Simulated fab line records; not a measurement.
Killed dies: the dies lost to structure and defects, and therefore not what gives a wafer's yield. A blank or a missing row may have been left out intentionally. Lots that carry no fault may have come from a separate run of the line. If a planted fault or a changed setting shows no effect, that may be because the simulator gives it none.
A struck lot beside a sound one + flow sky130 + 18 steps out of a route of 708
Sound: these wafers, L982.1, L982.3, L982.5. Struck: wafer L987.5 (L987.1, L987.6, from the same lot, were not struck and are left out); the cause is given at the end.
For every step that has rows: the tool of each side, followed by ch and its chambers, followed by its first start. Under that, the readings that differ: sound wafers + struck wafers + difference of the means + sigmas: that difference in standard deviations of wafers without a fault.
alike: words and numbers the same on both sides, and readings whose means are apart by under 2 such deviations; not compared: readings that were withheld, readings missing a value for some wafer, numbers with overlapping values and no deviation given by the record, and bounds like >300 which may hide the same value.
Wherever a step has rows on one side only, a row that says differs or no value, or a row with sigmas, the two part there. Numbers that have no deviation but don't overlap get no sigmas and don't part them. A reading missing from all wafers of one side parts the sides only when that side holds two or more wafers.

first, 3 steps without rows for these wafers: SKY_VIA2_EXPOSE_09 (exposes mask VIM2, target cd 200 nm); SKY_VIA2_PEB_10; SKY_VIA2_DEVELOP_11 (develop time 60 s).
SKY_VIA2_CD_MEAS_12: target cd 200 nm.
  sound on cd-sem-02 at day 38 12:48; struck on cd-sem-01 at day 39 14:25
  alike: cd-nm
SKY_VIA2_OVL_MEAS_13:
  sound on overlay-02 at day 38 12:55; struck on overlay-01 at day 39 14:32
  alike: VIA2_OVL
SKY_VIA2_ETCH_14: etches BARC in N2/H2, stops on SiO2, time 45.9 s, target depth 60 nm.
  sound on rie-diel-04 ch 0,1,3, day 38 12:58; struck on rie-diel-02 ch 3, day 39 14:35
  alike: drypump-motor-current-A, oes-product-au, throttle-valve-pct
  not compared: rf-hours-counter-h
SKY_VIA2_ETCH_15: etches SiO2 in C4F8/O2/Ar, stops on TiN, target depth 546 nm, time 84 s.
  sound on rie-diel-04 ch 0,1,3, day 38 13:00; struck on rie-diel-02 ch 3, day 39 14:37
  alike: oes-product-au
  not compared: rf-hours-counter-h
SKY_VIA2_STRIP_16: strips in O2/N2.
  sound on plasma-asher-02 ch 0,1, day 38 13:04; struck on plasma-asher-03 ch 1, day 39 14:41
  alike: drypump-motor-current-A, oes-product-au, strip-time-to-endpoint-s
  not compared: rf-hours-counter-h
then, 3 steps without rows for these wafers: SKY_VIA2_STRIP_17 (strips in post etch residue remover, time 1200 s); SKY_VIA2_CLEAN_18 (cleans in IPA, time 180 s); SKY_VIA2_CLEAN_19 (cleans in O3/DIW).
SKY_VIA2_SPUTTER_20: material TiN, target thk 20 nm, time 80 s.
  sound on pvd-sputter-04 at day 38 13:39; struck on pvd-sputter-04 at day 39 15:19
  alike: chamber-pressure-pa, throttle-valve-pct
SKY_VIA2_CVD_21: deposits W, target thk 420 nm, time 126.4 s.
  sound on cvd-w-01 ch 0,1, day 38 13:43; struck on cvd-w-02 ch 0, day 39 15:23
| reading                            | sound             | struck | difference | sigmas |
|------------------------------------|-------------------|--------|------------|--------|
| model.W_of_VIA2_CVD_21.thk-nm (nm) | 422.8 417.2 419.7 | 612.7  | +192.8     |        |
  alike: heater-power-w
  not compared: since-wet-clean-h
SKY_VIA2_RS_MEAS_22: uses a four-point probe to measure.
  sound on film-metro-01 at day 38 13:51; struck on film-metro-04 at day 39 15:31
| reading            | sound             | struck | difference | sigmas |
|--------------------|-------------------|--------|------------|--------|
| VIA2_W_RS (ohm/sq) | 0.271 0.275 0.273 | 0.187  | -0.086     | -20    |
SKY_VIA2_THK_MEAS_23: measures by xrf.
  sound on film-metro-01 at day 38 13:58; struck on film-metro-04 at day 39 15:38
  not compared: VIA2_W_THK
SKY_VIA2_CMP_24: polishes, stops on SiO2, t overpolish 20 s, target thk 0 nm.
  sound on cmp-01 ch 0,1, day 38 14:02; struck on cmp-02 ch 3, day 39 15:47
| reading                | sound       | struck | difference | sigmas |
|------------------------|-------------|--------|------------|--------|
| time-to-endpoint-s (s) | 104 104 101 | 149    | +46        | +11    |
  alike: head-pressure-psi, motor-current-A
SKY_METAL3_SPUTTER_00: material Ti, target thk 15 nm, time 10 s.
  sound on pvd-sputter-03 at day 38 14:20; struck on pvd-sputter-01 at day 39 15:59
  alike: chamber-pressure-pa, throttle-valve-pct
-- the record jumps here: 9 days lie between the struck wafers' starts before and after (it left off in module METAL3 and takes up again in module PAD_OPEN, whose first step shown is number 708 of the route) --
SKY_PAD_OPEN_PROBE_99:
  sound on prober-02 at day 47 14:41; struck on prober-02 at day 48 08:40
  alike: defect-limited-yield, killed_at_M0_to_M3, killed_at_M4_up, killed-at-contacts, killed-at-front-end, killed-at-other, killed-dies, killed-open, killed-short, sort_bin_3_pad_short, sort_bin_5_function, sort_bin_6_memory, sort-n-pass, sort-yield-pct

## WHERE THEY PART
Earliest at SKY_VIA2_RS_MEAS_22; latest, in this record, at SKY_VIA2_CMP_24. Later steps at which nothing parts them and some readings are alike: SKY_METAL3_SPUTTER_00, SKY_PAD_OPEN_PROBE_99.

WHY: what the simulator had put in
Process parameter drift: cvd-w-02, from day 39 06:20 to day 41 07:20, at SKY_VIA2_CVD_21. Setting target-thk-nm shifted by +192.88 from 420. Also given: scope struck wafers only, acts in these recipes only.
